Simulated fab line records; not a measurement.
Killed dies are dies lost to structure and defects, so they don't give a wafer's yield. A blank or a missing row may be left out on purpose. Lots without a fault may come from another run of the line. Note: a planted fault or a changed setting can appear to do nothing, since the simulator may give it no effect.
A struck lot beside a sound one    flow sky130    22 steps out of a route of 708
Sound: the wafers L813.4, L813.5, L813.6. Wafers struck: L825.3, L825.4, L825.5. The cause is named last.
At each step with rows: each side's tool, then ch and its chambers, then its first start. Under that, the readings that differ: sound wafers    struck wafers    difference of the means    sigmas: that difference in standard deviations of wafers without a fault.
alike: a reading whose means differ by less than 2 such deviations, as well as words and numbers matching on both sides. not compared: withheld readings; readings where some wafer has no value; bounds like >300 that might hide an equal value; numbers whose values overlap and for which the record gives no deviation.
A row with sigmas, a row that says differs or no value, or rows on one side alone: a step with any of these is where the two part. Numbers that don't overlap but have no deviation are shown without sigmas and don't part them. A reading that every wafer of one side lacks parts them only if that side has two wafers or more.

SKY_POLY_GATE_THK_MEAS_21:
  sound on film metro-03 at day 17 09:55; struck on film metro-01 at day 21 16:50
  alike: POLY_GATE_OXIDATION_THK
SKY_POLY_GATE_CD_MEAS_22:
  sound on cd sem-02 at day 17 10:02; struck on cd sem-02 at day 21 16:56
  alike: cd nm
then, 7 steps without rows for these wafers: SKY_LDD_N_DEHYDRATE_00 (time 60 s); SKY_LDD_N_HMDS_01 (prime time 60 s); SKY_LDD_N_COAT_02 (resist thk 300 nm); SKY_LDD_N_SOFTBAKE_03 (time 60 s); SKY_LDD_N_EXPOSE_04 (exposes mask NTM, target cd 840 nm); SKY_LDD_N_PEB_05; SKY_LDD_N_DEVELOP_06 (develop time 60 s).
SKY_LDD_N_OVL_MEAS_07:
  sound on overlay-01 at day 18 15:04; struck on overlay-01 at day 23 00:00
  alike: LDD_N_OVL
then, 2 steps without rows for these wafers: SKY_LDD_N_IMPLANT_08; SKY_LDD_N_IMPLANT_09.
SKY_LDD_N_IMPLANT_10:
  sound on implanter-03 ch 0, day 18 15:27; struck on implanter-02 ch 0, day 23 00:41
then, 5 steps without rows for these wafers: SKY_LDD_N_IMPLANT_11; SKY_LDD_N_IMPLANT_12; SKY_LDD_N_IMPLANT_13; SKY_LDD_N_IMPLANT_14; SKY_LDD_N_IMPLANT_15.
SKY_LDD_N_STRIP_16: strips in O2/N2.
  sound on plasma asher-03 ch 0,1, day 18 16:19; struck on plasma asher-02 ch 0,1, day 23 03:29
reading                       sound              struck             difference  sigmas
strip time to endpoint s (s)  4.335 4.326 4.317  4.544 4.554 4.542  +0.221      +15
  alike: drypump motor current A, o2 flow sccm, oes product au
  not compared: rf hours counter h
SKY_LDD_N_TW_MEAS_17:
  sound on film metro-02 at day 18 16:24; struck on film metro-02 at day 23 03:34
reading   sound           struck          difference  sigmas
LDD_N_TW  2604 2586 2617  2671 2654 2652  +57         +3
then, 1 step without rows for these wafers: SKY_LDD_P_DEHYDRATE_00 (time 60 s).
-- a jump in the record: the struck wafers' starts before and after are 26 days apart (it breaks off in module LDD_P and resumes in module PAD_OPEN, where the first step shown is number 708 of the route) --
SKY_PAD_OPEN_PROBE_99:
  sound on prober-02 at day 46 13:06; struck on prober-02 at day 49 06:04
reading                                     sound                 struck                difference  sigmas
killed at other                             4 1 0                 1 0 0                 -1          -2
model.etest.tip n.rs ohm sq                 443.8 444.4 442.9     388.3 391.9 389.8     -53.7       
model.etest.nfet_01v8_swapped.vt sat v (V)  0.6519 0.6582 0.6607  0.6264 0.6367 0.6243  -0.0278     
model.etest.nfet_01v8_turned.vt sat v (V)   0.6522 0.6537 0.6628  0.6272 0.6395 0.6327  -0.0231     
  alike: killed_at_M0_to_M3, killed_at_M4_up, killed at contacts, killed at front end, killed dies, killed open, killed short

WHERE THEY PART
First at SKY_LDD_N_STRIP_16; last, within this record, at SKY_PAD_OPEN_PROBE_99.

WHY: what the simulator had put in
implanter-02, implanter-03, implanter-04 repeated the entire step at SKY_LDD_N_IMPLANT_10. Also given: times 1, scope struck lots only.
